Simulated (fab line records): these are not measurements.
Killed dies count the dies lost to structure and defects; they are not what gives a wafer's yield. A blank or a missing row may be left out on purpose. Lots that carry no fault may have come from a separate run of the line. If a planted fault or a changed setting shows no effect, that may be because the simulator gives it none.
The same fault as seen by 2 desks ; flow sky130 ; what lay behind the numbers comes last; until then each desk has only its own

TOOL OWNER'S DESK, implanter-03
For each lot that ran on this tool, the mean over its sampled wafers that have a number, from the tool's own readings at SKY_NWELL_IMPLANT_24. If a lot's mean is further than 4 standard deviations from the usual mean, the lot is out of limits and carries the mark OUT (the distance appears in the brackets).
Columns: A = doseIonsCm2 at SKY_NWELL_IMPLANT_24, usual 9.202e+12; B = faradayCurrentUA at SKY_NWELL_IMPLANT_24, usual 51.8
lot;first seen here;A;B
L306;day 5 17:47;9.200e+12;51.7
L307;day 6 02:16;9.214e+12;51.5
L308;day 6 09:02;8.235e+12 (-88) OUT;45.8 (-6.0) OUT
L309;day 6 14:50;8.233e+12 (-88) OUT;46.1 (-5.7) OUT
L324;day 10 09:40;9.203e+12;51.2
This desk's finding: out of limits on L308, L309; first on L308, day 6 09:02 (doseIonsCm2 at SKY_NWELL_IMPLANT_24). L306, L307, L324 stayed within limits.

AT THE METROLOGY DESK
What the gauges read, lot by lot, whatever tool the lot ran on: means of the sampled wafers that have a number. If a lot's mean is further than 4 standard deviations from the usual mean, the lot is out of limits and carries the mark OUT (the distance appears in the brackets).
Columns: A = INCOMING_BOW at SKY_FIELD_ISO_BOW_MEAS_00, usual 0 um; B = NWELL_2_TW at SKY_NWELL_TW_MEAS_26, usual 493; C = LDD_HVN_TW at SKY_LDD_HVN_TW_MEAS_10, usual 1431; D = SPACER_CVD_00_THK at SKY_SPACER_THK_MEAS_01, usual 43.3 nm
lot;first seen here;A;B;C;D
L304;day 1 10:01;5;499;1417;43.2
L306;day 1 20:00;1;493;1441;42.6
L307;day 2 01:01;8;490;1433;43.0
L308;day 2 06:01;7;483;1440;43.5
L309;day 2 11:00;0;470 (-4.0) OUT;1437;43.5
L311;day 2 21:01;1;503;1425;43.4
L312;day 3 02:02;5;497;1443;43.4
L317;day 4 03:01;-3;485;1429;43.5
L318;day 4 08:00;-6;484;1417;43.8
L319;day 4 13:01;3;492;1432;43.3
L321;day 4 23:00;3;492;1436;43.6
L322;day 5 04:04;-3;492;1435;43.4
L324;day 5 14:00;-9;504;1446;43.0
This desk's result: L309 out of limits, first on L309 (NWELL_2_TW at SKY_NWELL_TW_MEAS_26), day 6 15:05. L304, L306, L307, L308, L311, L312, L317, L318, L319, L321, L322, L324 stayed within limits.

TAKEN TOGETHER
At day 6 09:02, on L308, L309, the tool owner's desk was in a position to raise an alarm.
The metrology desk could have raised an alarm at day 6 15:05, on L309.
The metrology desk has L308 on record, within its limits.
On implanter-03, each named lot ran SKY_NWELL_IMPLANT_24.

WHAT WAS PUT IN BY THE SIMULATOR
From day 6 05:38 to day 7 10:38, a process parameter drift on implanter-03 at SKY_NWELL_IMPLANT_24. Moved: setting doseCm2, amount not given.
Struck lots among those shown: L308, L309.
Fault start to first reading out of limits, in hours, per desk: tool owner, 3; metrology, 9.
